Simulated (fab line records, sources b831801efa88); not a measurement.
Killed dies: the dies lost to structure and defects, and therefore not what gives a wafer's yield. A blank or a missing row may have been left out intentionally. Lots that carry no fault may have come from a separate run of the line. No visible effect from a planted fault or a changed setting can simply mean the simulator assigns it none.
fab line records    flow sky130
record lots=14  wafers=42  last-day=52
route steps=708 shown VIA3@595 METAL4@598 VIA4@641
lots with no fault: from the same line, run without faults
start-h: start of the lot's first displayed wafer, in hours after the record's first day    wait-h: how many hours have passed since the lot's step before this one    " unchanged from the row above    L1.1+2: a row that stands for several wafers    - no value, or no start was given    * or withheld: withheld    < > ~ a bound
route shown NAME@n: NAME is a module with steps in the file, n the number in the route of the first one    usual: the fault-free wafers' mean and standard deviation    same: alike in all rows    chamber/n: place in a boat    sites: the reading at each site    _std_site: standard deviation of those values    _edge_site: mean of outer sites minus mean of inner sites    radius-mm: for every site, how far away it sits from the centre of the wafer    mask NAME#n: copy n    behind: the last tool/chamber to shape the wafer    hold: what put the lot on hold/how long, in hours/how the hold closed    device: the transistor (n, p or np) that didn't switch    end of line: at the end of the route, the tests of the same wafers    a step with no rows: only its recipe    killed: the dies lost at the first sort to structure and to defects; this is not the yield of the wafer    map: a wafer's dies, x killed, . not, _ none there
set.NAME: the setting as run; set.NAME@STEP: as run at that earlier step    model.NAME: the simulator's own value behind a step, which no gauge read
a sample of lots followed through the steps of the route, with each step as a table and each wafer as a row
services: a tool's chamber out of use, with start hour (start-h, from the record's first day; less than 0 if before it), hours out, and reason
## steps
# step SKY_VIA3_RS_MEAS_22
# recipe thk-meas-gauge=four-point-probe  reads=W_of_VIA3_CVD_21+TiN_of_VIA3_SPUTTER_20
# usual VIA3_W_RS=0.296/0.0031
lot.wafer  tool           chamber  start-h  wait-h  VIA3_W_RS[ohm/sq]
L427.1     film-metro-03  -        969.88   0.1     0.293
L427.3     "              -        "        "       0.297
L427.5     "              -        "        "       0.291
L429.2     film-metro-02  -        977.77   0.1     0.294
L429.4     "              -        "        "       0.296
L429.5     "              -        "        "       0.297
L430.2     film-metro-04  -        987.93   0.1     0.291
L430.3     "              -        "        "       0.292
L430.6     "              -        "        "       0.292
L431.2     film-metro-02  -        989.08   0.1     0.298
L431.4     "              -        "        "       0.300
L431.6     "              -        "        "       0.300
L432.1     film-metro-03  -        991.50   0.1     0.297
L432.2     "              -        "        "       0.297
L432.3     "              -        "        "       0.294
L433.1     film-metro-02  -        991.81   0.1     0.297
L433.2     "              -        "        "       0.299
L433.4     "              -        "        "       0.300
L435.1     film-metro-04  -        993.01   0.1     0.293
L435.4     "              -        "        "       0.294
L435.5     "              -        "        "       0.291
L434.2     film-metro-03  -        994.42   0.1     0.295
L434.4     "              -        "        "       0.294
L434.6     "              -        "        "       0.295
L440.3     film-metro-03  -        1000.88  0.1     0.291
L440.5     "              -        "        "       0.297
L440.6     "              -        "        "       0.290
L438.2     film-metro-02  -        1000.94  0.1     0.298
L438.3     "              -        "        "       0.298
L438.6     "              -        "        "       0.294
L439.2     film-metro-02  -        1001.33  0.1     0.296
L439.4     "              -        "        "       0.297
L439.6     "              -        "        "       0.298
L441.2     film-metro-04  -        1109.60  0.1     0.293
L441.4     "              -        "        "       0.294
L441.5     "              -        "        "       0.295
L448.4     film-metro-03  -        1126.86  0.1     0.299
L448.5     "              -        "        "       0.296
L448.6     "              -        "        "       0.301
L450.1     film-metro-04  -        1128.80  0.1     0.297
L450.3     "              -        "        "       0.298
L450.4     "              -        "        "       0.299
# step SKY_METAL4_SPUTTER_00
# recipe material=Ti  target-thk-nm=15  power-w=3000  time-s=10  chamber-pressure-pa=0.4
# usual throttle-valve-pct=29.8/1.2
lot.wafer  tool            chamber  start-h  wait-h  throttle-valve-pct
L427.1     pvd-sputter-03  -        970.36   0.1     30.1
L427.3     "               -        "        "       30.0
L427.5     "               -        "        "       30.3
L429.2     pvd-sputter-04  -        978.23   0.2     29.0
L429.4     "               -        "        "       32.8
L429.5     "               -        "        "       29.3
L430.2     pvd-sputter-03  -        988.39   0.2     29.0
L430.3     "               -        "        "       30.2
L430.6     "               -        "        "       30.4
L431.2     pvd-sputter-01  -        989.54   0.1     28.7
L431.4     "               -        "        "       29.6
L431.6     "               -        "        "       29.4
L432.1     pvd-sputter-03  -        991.98   0.2     30.5
L432.2     "               -        "        "       29.6
L432.3     "               -        "        "       28.1
L433.1     pvd-sputter-04  -        992.29   0.2     29.3
L433.2     "               -        "        "       32.7
L433.4     "               -        "        "       29.3
L435.1     pvd-sputter-04  -        993.49   0.2     29.8
L435.4     "               -        "        "       29.1
L435.5     "               -        "        "       29.5
L434.2     pvd-sputter-01  -        994.88   0.2     29.0
L434.4     "               -        "        "       27.9
L434.6     "               -        "        "       29.6
L440.3     pvd-sputter-04  -        1001.32  0.1     29.7
L440.5     "               -        "        "       32.7
L440.6     "               -        "        "       29.4
L438.2     pvd-sputter-03  -        1001.40  0.1     29.3
L438.3     "               -        "        "       30.3
L438.6     "               -        "        "       28.2
L439.2     pvd-sputter-03  -        1001.79  0.2     29.4
L439.4     "               -        "        "       30.2
L439.6     "               -        "        "       29.3
L441.2     pvd-sputter-04  -        1110.06  0.2     32.8
L441.4     "               -        "        "       29.3
L441.5     "               -        "        "       29.2
L448.4     pvd-sputter-04  -        1127.38  0.2     29.7
L448.5     "               -        "        "       29.8
L448.6     "               -        "        "       29.3
L450.1     pvd-sputter-04  -        1129.28  0.2     29.4
L450.3     "               -        "        "       29.5
L450.4     "               -        "        "       32.7
# step SKY_METAL4_SPUTTER_01
# recipe material=TiN  target-thk-nm=20  power-w=6500  time-s=16.7  chamber-pressure-pa=0.4
# usual throttle-valve-pct=29.8/1.2
lot.wafer  tool            chamber  start-h  wait-h  throttle-valve-pct
L427.1     pvd-sputter-03  -        970.38   0.0     30.1
L427.3     "               -        "        "       30.4
L427.5     "               -        "        "       30.5
L429.2     pvd-sputter-04  -        978.26   0.0     29.2
L429.4     "               -        "        "       32.7
L429.5     "               -        "        "       29.5
L430.2     pvd-sputter-03  -        988.41   0.0     29.1
L430.3     "               -        "        "       30.3
L430.6     "               -        "        "       30.3
L431.2     pvd-sputter-01  -        989.56   0.0     28.6
L431.4     "               -        "        "       29.7
L431.6     "               -        "        "       29.1
L432.1     pvd-sputter-03  -        992.00   0.0     30.6
L432.2     "               -        "        "       28.9
L432.3     "               -        "        "       28.1
L433.1     pvd-sputter-04  -        992.31   0.0     29.4
L433.2     "               -        "        "       32.9
L433.4     "               -        "        "       29.2
L435.1     pvd-sputter-04  -        993.51   0.0     29.6
L435.4     "               -        "        "       29.3
L435.5     "               -        "        "       29.5
L434.2     pvd-sputter-01  -        994.91   0.0     29.2
L434.4     "               -        "        "       28.0
L434.6     "               -        "        "       29.7
L440.3     pvd-sputter-04  -        1001.35  0.0     29.7
L440.5     "               -        "        "       33.0
L440.6     "               -        "        "       29.2
L438.2     pvd-sputter-03  -        1001.42  0.0     29.4
L438.3     "               -        "        "       30.5
L438.6     "               -        "        "       28.2
L439.2     pvd-sputter-03  -        1001.82  0.0     29.3
L439.4     "               -        "        "       30.6
L439.6     "               -        "        "       29.4
L441.2     pvd-sputter-04  -        1110.08  0.0     32.7
L441.4     "               -        "        "       29.3
L441.5     "               -        "        "       29.5
L448.4     pvd-sputter-04  -        1127.40  0.0     29.6
L448.5     "               -        "        "       29.8
L448.6     "               -        "        "       29.7
L450.1     pvd-sputter-04  -        1129.30  0.0     29.3
L450.3     "               -        "        "       29.6
L450.4     "               -        "        "       32.8
# step SKY_VIA4_CMP_02
# recipe material=SiO2  down-force-psi=4  platen-rpm=60  pad-velocity-m-s=0.94248
# usual motor-current-A=12.4/0.98  slurry-flow-ml-min=150.0/0.52
lot.wafer  tool    chamber  start-h  wait-h  motor-current-A  slurry-flow-ml-min
L427.1     cmp-01  3        1023.32  0.1     11.8             151.1
L427.3     "       0        "        "       13.3             149.6
L427.5     "       2        "        "       14.4             149.8
L429.4     cmp-02  1        1031.88  0.1     12.3             149.4
L429.2     "       3        "        "       11.8             150.4
L429.5     "       0        "        "       11.3             150.3
L430.2     cmp-01  3        1040.68  0.1     11.5             149.9
L430.3     "       0        "        "       13.4             149.2
L430.6     "       3        "        "       12.4             150.1
L431.2     cmp-02  1        1041.36  0.0     11.9             150.8
L431.4     "       2        "        "       13.5             150.6
L431.6     "       1        "        "       12.5             150.8
L433.4     cmp-01  3        1044.08  0.0     11.8             149.3
L433.1     "       0        "        "       13.3             149.4
L433.2     "       2        "        "       14.1             149.6
L432.3     cmp-02  0        1044.16  0.0     10.8             150.1
L432.2     "       1        "        "       11.9             149.6
L432.1     "       2        "        "       12.9             150.3
L435.4     cmp-01  1        1044.88  0.0     10.7             150.3
L435.1     "       0        "        "       13.5             150.0
L435.5     "       1        "        "       11.2             149.6
L434.2     cmp-02  3        1046.01  0.0     12.6             150.2
L434.4     "       0        "        "       11.4             149.3
L434.6     "       0        "        "       11.1             149.6
L440.3     cmp-01  2        1053.46  0.1     13.6             149.6
L440.6     "       0        "        "       13.1             151.1
L440.5     "       1        "        "       10.6             149.7
L438.3     cmp-01  2        1053.71  0.1     14.5             149.4
L438.2     "       0        "        "       13.7             150.0
L438.6     "       2        "        "       14.5             150.0
L439.4     cmp-02  0        1053.85  0.0     10.8             149.5
L439.2     "       1        "        "       12.6             150.7
L439.6     "       0        "        "       11.0             150.1
L441.2     cmp-01  2        1153.23  0.1     13.9             149.3
L441.4     "       3        "        "       12.2             148.5
L441.5     "       1        "        "       11.3             149.5
L448.4     cmp-02  2        1167.69  0.4     12.6             149.9
L448.5     "       1        "        "       12.0             150.0
L448.6     "       2        "        "       13.1             149.7
L450.3     cmp-01  3        1169.27  0.4     11.5             150.3
L450.1     "       0        "        "       13.6             150.5
L450.4     "       2        "        "       13.8             149.6
# step SKY_VIA4_ETCH_12
# recipe target=SiO2  chemistry=C4F8/O2/Ar  stop-on=TiN  mask-material=NOVOLAK  source-w=1500  bias-w=1200  pressure-mtorr=40  c4f8-flow-sccm=withheld  O2_flow_sccm=6  Ar_flow_sccm=300  time-s=withheld  target-depth-a=5800
# usual oes-product-au=0.926/0.0048
lot.wafer  tool         chamber  start-h  wait-h  oes-product-au
L427.1     rie-diel-01  3        1046.73  0.0     0.926
L427.3     "            1        "        "       0.924
L427.5     "            0        "        "       0.932
L429.2     rie-diel-02  3        1055.93  0.0     0.920
L429.4     "            2        "        "       0.934
L429.5     "            1        "        "       0.931
L430.2     rie-diel-03  2        1064.78  0.0     0.924
L430.3     "            1        "        "       0.935
L430.6     "            2        "        "       0.925
L431.2     rie-diel-02  0        1064.98  0.0     0.924
L431.4     "            1        "        "       0.918
L431.6     "            3        "        "       0.923
L433.1     rie-diel-02  2        1067.63  0.0     0.921
L433.2     "            0        "        "       0.926
L433.4     "            1        "        "       0.936
L432.1     rie-diel-01  3        1067.76  0.0     0.936
L432.2     "            0        "        "       0.928
L432.3     "            2        "        "       0.927
L435.1     rie-diel-02  3        1068.41  0.0     0.933
L435.4     "            0        "        "       0.920
L435.5     "            0        "        "       0.923
L434.2     rie-diel-01  0        1069.78  0.0     0.924
L434.4     "            3        "        "       0.923
L434.6     "            2        "        "       0.932
L440.3     rie-diel-02  1        1075.43  0.0     0.924
L440.5     "            3        "        "       0.922
L440.6     "            0        "        "       0.977
L438.2     rie-diel-01  2        1076.23  0.0     0.929
L438.3     "            0        "        "       0.931
L438.6     "            0        "        "       0.979
L439.2     rie-diel-03  0        1076.53  0.0     0.924
L439.4     "            2        "        "       0.925
L439.6     "            1        "        "       0.935
L441.2     rie-diel-01  0        1171.78  0.0     0.926
L441.4     "            1        "        "       0.930
L441.5     "            1        "        "       0.920
L448.4     rie-diel-03  1        1185.01  0.0     0.923
L448.5     "            2        "        "       0.929
L448.6     "            1        "        "       0.926
L450.1     rie-diel-03  2        1186.66  0.0     0.933
L450.3     "            1        "        "       0.921
L450.4     "            3        "        "       0.928
## services
tool            chamber  start-h  hours  kind
rie-diel-03     1        957.67   6.3    repair
pvd-sputter-01  -        990.40   2.7    repair
rie-diel-03     2        1002.02  9.2    repair
rie-diel-01     1        1004.00  16.7   repair
cmp-01          -        1005.91  0.6    repair
cmp-01          -        1006.19  1.1    repair
cmp-01          -        1025.01  0.5    repair
pvd-sputter-03  -        1033.16  2.4    repair
pvd-sputter-04  -        1035.67  1.0    repair
rie-diel-01     1        1046.82  -      clean
pvd-sputter-04  -        1064.81  2.5    repair
rie-diel-01     -        1070.12  2.8    pm
cmp-02          -        1084.15  4.0    pm
cmp-02          -        1088.15  -      consumable-replace:conditioner
cmp-02          -        1088.15  -      consumable-replace:pad
pvd-sputter-03  -        1102.28  3.6    repair
rie-diel-01     2        1104.72  2.4    repair
pvd-sputter-04  -        1107.19  1.0    repair
cmp-02          -        1152.42  0.9    repair
cmp-02          -        1155.33  0.5    repair
cmp-01          -        1165.58  3.1    repair
pvd-sputter-01  -        1173.37  3.1    repair
rie-diel-02     3        1176.63  8.5    repair
cmp-02          -        1178.79  0.6    repair
## key
first-sign step=SKY_VIA4_ETCH_12  reading=oes-product-au  direction=up  sigmas=11  usual=0.926  struck=0.978
effect none on later readings
met-at SKY_VIA4_CMP_02
struck-lots L438,L440
struck-wafers L438.6,L440.6
sort-left-out L438.6,L440.6
not-acting-at SKY_VIA3_RS_MEAS_22,SKY_METAL4_SPUTTER_00,SKY_METAL4_SPUTTER_01
onset-between 1044.88 1053.46
fault kind=process-parameter-drift  tool=cmp-01  chamber=-  onset-h=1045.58  steps=SKY_VIA4_CMP_02  channel=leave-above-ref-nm  offset=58  shape=step  end-h=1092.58  scope=struck-wafers-only  acts-in=these-recipes-only  stated=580
# sort-left-out: the simulated sort isn't trusted on such a fault, so these wafers' sort isn't shown, and their yield isn't known
